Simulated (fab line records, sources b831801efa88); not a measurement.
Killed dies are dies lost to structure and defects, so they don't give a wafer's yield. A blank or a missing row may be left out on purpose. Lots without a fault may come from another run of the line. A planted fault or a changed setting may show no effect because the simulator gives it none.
Chamber matching | flow gf180mcu | GF_STI_ETCH_14 on rie_si-01: 4 sister chambers
The step etches Si in HBr/Cl2/O2, target depth 360 nm, time 102.9 s. 8 wafers are shown with their chamber, then 7 later ones without.

WAFERS WITH THEIR CHAMBER
wafer  | chamber | drypump_motor_current_A (A) | oes_product_au (a.u.)
L377.1 | 1       | 6.9                         | 0.991
L378.1 | 2       | 5.5                         | 1.009
L378.2 | 1       | 6.8                         | 0.990
L388.2 | 3       | 6.2                         | 1.007
L388.3 | 2       | 5.5                         | 1.021
L388.5 | 0       | 6.0                         | 1.011
L391.1 | 3       | 6.2                         | 1.011
L391.3 | 0       | 6.0                         | 1.008

WAFERS WITHOUT THEIR CHAMBER
wafer  | drypump_motor_current_A (A) | oes_product_au (a.u.)
L391.4 | 6.2                         | 1.021
L393.1 | 5.5                         | 1.017
L393.4 | 6.2                         | 1.000
L393.6 | 5.5                         | 1.010
L394.2 | 6.0                         | 1.004
L394.4 | 5.5                         | 1.012
L394.5 | 6.0                         | 1.000

WHICH CHAMBER EACH WENT THROUGH
wafer  | from the rows above | in truth
L391.4 | 3                   | 3
L393.1 | 2                   | 2
L393.4 | 3                   | 3
L393.6 | 2                   | 2
L394.2 | 0                   | 0
L394.4 | 2                   | 2
L394.5 | 0                   | 0
Placed correctly: 7 of 7. Can't be placed from these rows: 0. Placed wrongly: 0.
How it was worked out, from the rows above alone: a wafer's distance from a chamber is the root of the sum, over the readings, of the square of ((its reading less the chamber's mean) divided by the reading's scatter). The wafer belongs to the nearest chamber; if the next one is less than 2 further off, it can't be placed. A chamber's mean is the mean of its shown wafers. The scatter: the root of (the sum of the squares of (reading less its chamber's mean) over the shown wafers, divided by (wafers less chambers)).
